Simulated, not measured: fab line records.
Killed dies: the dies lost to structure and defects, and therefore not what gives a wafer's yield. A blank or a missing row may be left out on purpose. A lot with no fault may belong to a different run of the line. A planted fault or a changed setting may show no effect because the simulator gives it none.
Code-filled problem report in 8D (eight disciplines) form :: flow gf180mcu :: the parts of the form that need people (team, actions taken, sign-off) are left out

1. PROBLEM STATEMENT
Mean HV_LDD_03_OVL at GF_HV_LDD_OVL_MEAS_47: 225.6 nm over 6 wafers in 2 lots; fault-free wafers: 0.4 nm, standard deviation 1.4. So: +99 or more standard deviations from the usual mean.
Earliest sighting: wafer L392.1 on overlay-02 at day 19 09:07. Wafers with a number at this step in the record: 42, from 14 lots. Rule for "out" (also "out of limits"): further than 4 standard deviations from the usual mean. The other wafers with a number count as sound.

2. WHAT IT IS, WHAT IT ISN'T
question: which readings at this step
is: HV_LDD_03_OVL
is not: -

question: which lots
is: L392, L393
is not: L372, L373, L374, L376, L379, L380, L381, L382, L383, L384, L385, L390

question: which wafers of those lots
is: all that have a number
is not: -

question: read on which gauges
is: overlay-01, overlay-02
is not: -

question: when
is: from day 19 09:07
is not: up to then (36 sound wafers)

3. WHAT RULES OUT EACH SUSPECT
Counting: any tool at a process step up to the reading is kept as a suspect provided that every lot that is out went through it and no sound lot did after the first of them.
- the gauge at GF_HV_LDD_OVL_MEAS_47 is ruled out. The wafers that are out were read on 2 gauges (overlay-01, overlay-02).
- iline-stepper-01 at GF_HV_LDD_EXPOSE_43 (exposes mask Pplus HV AREA, target cd 400 nm): kept. It processed each lot that is out, first L392 at day 18 21:04, and no sound lot thereafter; up to then, the last sound lot it processed was L383 at day 15 22:57.
After counting, what remains is iline-stepper-01 at GF_HV_LDD_EXPOSE_43.

4. THE CAUSE (what the simulator had put in)
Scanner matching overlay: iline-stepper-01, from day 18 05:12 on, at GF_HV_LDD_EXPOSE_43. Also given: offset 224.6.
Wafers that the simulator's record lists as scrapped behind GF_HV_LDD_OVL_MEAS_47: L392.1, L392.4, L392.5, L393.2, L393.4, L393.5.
Counting left only this tool.

5. THE CHAIN OF EFFECTS, in route order
Each row: a reading where the mean over the struck wafers with a number is more than 3 standard deviations away from the usual. Scope: only readings with a usual standard deviation given in the record; hours: median across lots of the time from each lot's start at the first step in this table that gives one to its start at this step; sigmas: change in usual standard deviations.
hours: 0
step: GF_HV_LDD_OVL_MEAS_47
reading: HV_LDD_03_OVL
usual: 0.4 nm
on struck wafers: 225.6
change: +225.2
sigmas: +99 or more

6. WHAT WOULD HAVE CAUGHT IT SOONER
28 hours passed between the start of the fault at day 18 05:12 and the first reading out of limits at a measuring or inspecting step in this record, taken at day 19 09:07.
An alarm limit of 4 standard deviations would not have fired on the tool readings at GF_HV_LDD_EXPOSE_43 for which the record gives a usual standard deviation, since none of them was out on any struck wafer.
The start of GF_HV_LDD_EXPOSE_43 on iline-stepper-01 came by day 19 09:07 for every one of the lots that are out (2). A hold on the tool at that time would have spared none of them.
